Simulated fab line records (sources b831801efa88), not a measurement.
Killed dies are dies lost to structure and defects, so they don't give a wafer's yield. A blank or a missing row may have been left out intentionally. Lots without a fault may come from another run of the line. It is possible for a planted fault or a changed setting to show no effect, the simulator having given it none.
One fault through the eyes of 2 desks :: flow sfqLine :: only its own numbers are on each desk; what lay behind them is given at the end

== AT THE METROLOGY DESK ==
Lot by lot, what the gauges showed, no matter which tool ran the lot: averages of those sampled wafers that carry a number. If a lot's mean is further than 4 standard deviations from the usual mean, the lot is out of limits and carries the mark OUT (the distance appears in the brackets).
Columns: A = L0_MONX_KI_RS at SFQ_L0_RS_MEAS_901, usual 43.8 ohm/sq; B = L0_MONX_KI_THK at SFQ_L0_THK_MEAS_902, usual 40.3 nm; C = R5_OVL at SFQ_R5_OVL_MEAS_935, usual 0 nm
lot: L360
first seen here: day 1 17:36
A: 44.0
B: 40.3
C: -8

lot: L361
first seen here: day 1 22:35
A: 43.7
B: 40.1
C: -3

lot: L362
first seen here: day 2 03:35
A: 43.0
B: 41.3
C: -5

lot: L364
first seen here: day 2 13:35
A: 44.3
B: 39.8
C: 8

lot: L365
first seen here: day 2 18:35
A: 43.9
B: 40.2
C: 0

lot: L366
first seen here: day 2 23:34
A: 43.5
B: 40.8
C: 2

lot: L371
first seen here: day 4 00:34
A: 50.6 (+13) OUT
B: 37.1 (-6.5) OUT
C: 4

lot: L372
first seen here: day 4 05:34
A: 50.2 (+13) OUT
B: 37.1 (-6.5) OUT
C: 9

lot: L373
first seen here: day 4 10:45
A: 43.3
B: 40.8
C: 5

lot: L376
first seen here: day 5 01:35
A: 43.9
B: 39.8
C: 2

lot: L377
first seen here: day 5 06:34
A: 43.8
B: 40.1
C: -2

lot: L379
first seen here: day 5 16:35
A: 43.9
B: 39.9
C: 2

lot: L380
first seen here: day 5 21:34
A: 44.4
B: 39.4
C: -1

lot: L381
first seen here: day 6 02:35
A: 43.4
B: 40.9
C: -3
This desk finds L371, L372 out of limits, with the earliest case on L371 at day 4 00:34 (L0_MONX_KI_RS at SFQ_L0_RS_MEAS_901). L360, L361, L362, L364, L365, L366, L373, L376, L377, L379, L380, L381: within limits.

== DESK OF THE TOOL OWNER: pvdSputter-04 ==
The tool's own readings at SFQ_TRILAYER_L0_DEP_SPUTTER_003 (material MoNx KI, target thk 40 nm, time 100 s): means of the sampled wafers that have a number, for each lot that ran on this tool. If a lot's mean is further than 4 standard deviations from the usual mean, the lot is out of limits and carries the mark OUT (the distance appears in the brackets).
Columns: A = throttleValvePct at SFQ_TRILAYER_L0_DEP_SPUTTER_003, usual 30.0 %
lot: L364
first seen here: day 2 13:29
A: 30.2

lot: L366
first seen here: day 2 23:29
A: 29.9

lot: L371
first seen here: day 4 00:29
A: 29.8

lot: L372
first seen here: day 4 05:29
A: 29.6
This desk's verdict: no lot among the 4 shows anything out of limits.

== ALL TOGETHER ==
An alarm was possible from the metrology desk at day 4 00:34, on L371, L372.
The desk of the tool owner found nothing out of limits.
On record at the tool owner's desk: L371, L372, within its limits.
Every lot named ran SFQ_TRILAYER_L0_DEP_SPUTTER_003 on pvdSputter-04.

== WHAT THE SIMULATOR HAD INSERTED ==
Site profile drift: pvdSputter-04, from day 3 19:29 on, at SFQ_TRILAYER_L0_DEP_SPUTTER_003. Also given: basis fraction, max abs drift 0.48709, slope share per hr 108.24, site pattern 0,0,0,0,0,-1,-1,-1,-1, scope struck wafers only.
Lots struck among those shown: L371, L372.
Delay in hours, fault start to first out-of-limits reading, per desk: metrology desk 5.
